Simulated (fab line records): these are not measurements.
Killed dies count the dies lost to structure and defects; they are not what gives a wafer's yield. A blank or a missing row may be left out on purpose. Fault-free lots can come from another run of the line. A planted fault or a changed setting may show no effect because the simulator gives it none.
Split-lot trial + flow sky130 + 23 wafers read from 5 lots, route of 708 steps

ABOUT THE SPLIT
At SKY_CAP2M_SOFTBAKE_08 (time 60 s), the setting temp c was moved away from the recipe's 90 C on 9 of the 23 wafers read, by -3.1% to +3.5%. All remaining wafers had this setting at the recipe value.

FROM THE SPLIT TO THE READING: what the file shows between them, 2 steps
- SKY_CAP2M_EXPOSE_09: exposes mask CAP2M, target cd 1000 nm
- SKY_CAP2M_PEB_10

THE READING
NOVOLAK_of_CAP2M_COAT_07.thk nm (the simulator's own value, which no gauge read), in nm, at SKY_CAP2M_DEVELOP_11 (develop time 60 s). There is no usual value for it anywhere in the file. Here, 14 wafers ran the recipe; their average is 1140 nm with a standard deviation of 2.5 nm.

| wafer  | tool, chamber at the split | temp c as run, C | against the recipe | NOVOLAK_of_CAP2M_COAT_07.thk nm, nm | against lot-mates on the recipe |
|--------|----------------------------|------------------|--------------------|-------------------------------------|---------------------------------|
| L077.2 | litho track-04, 0          | 90               | recipe             | 1136                                | -                               |
| L077.3 | litho track-04, 0          | 90               | recipe             | 1140                                | -                               |
| L077.5 | litho track-04, 0          | 90               | recipe             | 1139                                | -                               |
| L080.1 | litho track-04, 0          | 90               | recipe             | 1141                                | -                               |
| L080.2 | litho track-04, 0          | 90               | recipe             | 1142                                | -                               |
| L080.3 | litho track-04, 0          | 90               | recipe             | 1142                                | -                               |
| L080.5 | litho track-04, 0          | 87.23            | -3.1%              | 1152                                | +10                             |
| L080.6 | litho track-04, 0          | 87.23            | -3.1%              | 1150                                | +8                              |
| L082.2 | litho track-02, 0          | 88.11            | -2.1%              | 1142                                | +2                              |
| L082.3 | litho track-02, 0          | 90               | recipe             | 1140                                | -                               |
| L082.4 | litho track-02, 0          | 90               | recipe             | 1140                                | -                               |
| L082.5 | litho track-02, 0          | 90               | recipe             | 1140                                | -                               |
| L082.6 | litho track-02, 0          | 88.11            | -2.1%              | 1149                                | +9                              |
| L081.1 | litho track-02, 0          | 93.19            | +3.5%              | 1135                                | -10                             |
| L081.2 | litho track-02, 0          | 93.19            | +3.5%              | 1134                                | -11                             |
| L081.3 | litho track-02, 0          | 90               | recipe             | 1145                                | -                               |
| L081.4 | litho track-02, 0          | 90               | recipe             | 1145                                | -                               |
| L081.5 | litho track-02, 0          | 93.19            | +3.5%              | 1136                                | -9                              |
| L084.1 | litho track-01, 0          | 90               | recipe             | 1138                                | -                               |
| L084.2 | litho track-01, 0          | 90               | recipe             | 1138                                | -                               |
| L084.6 | litho track-01, 0          | 90               | recipe             | 1138                                | -                               |
| L084.4 | litho track-01, 0          | 87.91            | -2.3%              | 1144                                | +6                              |
| L084.5 | litho track-01, 0          | 87.91            | -2.3%              | 1146                                | +8                              |

FIT RESULTS
A straight line over all 23 wafers: NOVOLAK_of_CAP2M_COAT_07.thk nm changes by -2.14 nm for each +1% of temp c; r = -0.83; the points scatter about the line by 2.7 nm.
The same after taking each lot's own level away (the mean of its wafers on the recipe; 23 wafers): -2.87 nm for each +1%; r = -0.97; scatter 1.4 nm.
According to that fit, moving temp c by its largest amount changes the reading by 10 nm.
Across the lots, their own levels run from 1138.0 to 1145.0 nm, a range of 2.8 times the standard deviation given above.
In other words, the slope is changed by the lot-to-lot level; the two fits disagree.
Check: -10.2 nm against its lot-mates is what the line predicts for one of the wafers moved furthest among these (+3.5%) when that wafer is left out of the fit. Against them it came out at -10 nm.

THE FILE'S OWN FIT
NOVOLAK_of_CAP2M_COAT_07.thk nm changes by -2.89 nm for each +1% of temp c, r = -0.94.
